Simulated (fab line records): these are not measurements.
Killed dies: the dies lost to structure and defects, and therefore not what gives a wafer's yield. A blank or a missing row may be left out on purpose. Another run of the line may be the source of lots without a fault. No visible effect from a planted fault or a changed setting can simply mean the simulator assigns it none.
Matching of chambers    flow gf180mcu    4 sister chambers for GF_V1_ETCH_16 on rie-diel-01
The step etches BARC in N2/H2. 14 wafers are shown with their chamber, then 7 later ones without.

== WAFERS PAIRED WITH THEIR CHAMBERS ==
wafer   chamber  drypump-motor-current-A (A)  throttle-valve-pct (%)  oes-product-au (a.u.)
L388.2  1        6.3                          13.214                  0.857
L388.3  2        5.4                          13.237                  0.858
L388.5  3        5.2                          13.221                  0.854
L390.1  0        5.9                          13.229                  0.866
L390.2  3        5.2                          13.224                  0.852
L390.4  3        5.3                          13.236                  0.858
L393.1  3        5.2                          13.223                  0.849
L393.2  1        6.3                          13.230                  0.851
L393.3  2        5.4                          13.246                  0.855
L396.1  3        5.2                          13.221                  0.857
L396.4  2        5.4                          13.234                  0.847
L396.5  2        5.4                          13.247                  0.854
L400.3  2        5.4                          13.238                  0.861
L400.5  3        5.2                          13.221                  0.865

SIGNATURES (averages over the wafers above)
reading                  chamber 0  chamber 1  chamber 2  chamber 3  scatter within a chamber
drypump-motor-current-A  5.900      6.300      5.400      5.217      0.0289
throttle-valve-pct       13.22900   13.22200   13.24040   13.22433   0.00658
oes-product-au           0.86600    0.85400    0.85500    0.85583    0.00532
Rule: distance of a wafer from a chamber = root of the sum over the readings of ((wafer's reading minus chamber's mean) / reading's scatter) squared. If the next closest chamber is less than 2 further off than the closest, the wafer can't be placed; otherwise it belongs to the closest. How the scatter is found: for the shown wafers, subtract from each reading the mean of its chamber, square and add these, divide the total by (wafers less chambers), then take the root.

== WAFERS WITHOUT THEIR CHAMBER ==
wafer   drypump-motor-current-A (A)  throttle-valve-pct (%)  oes-product-au (a.u.)
L400.6  5.9                          13.215                  0.862
L402.2  6.3                          13.222                  0.852
L402.4  5.9                          13.233                  0.864
L402.5  6.3                          13.216                  0.853
L409.1  5.4                          13.208                  0.857
L409.3  5.2                          13.232                  0.859
L409.5  5.9                          13.220                  0.851

== WHICH CHAMBER EACH WENT THROUGH ==
wafer   from the rows above      in truth
L400.6  0                        0
L402.2  1                        1
L402.4  0                        0
L402.5  1                        1
L409.1  can't be placed: 2 or 3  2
L409.3  3                        3
L409.5  0                        0
6 of 7 placed correctly. Cannot be placed on the basis of these rows: 1; the candidates contain the true chamber in 1. 0 placed wrongly.
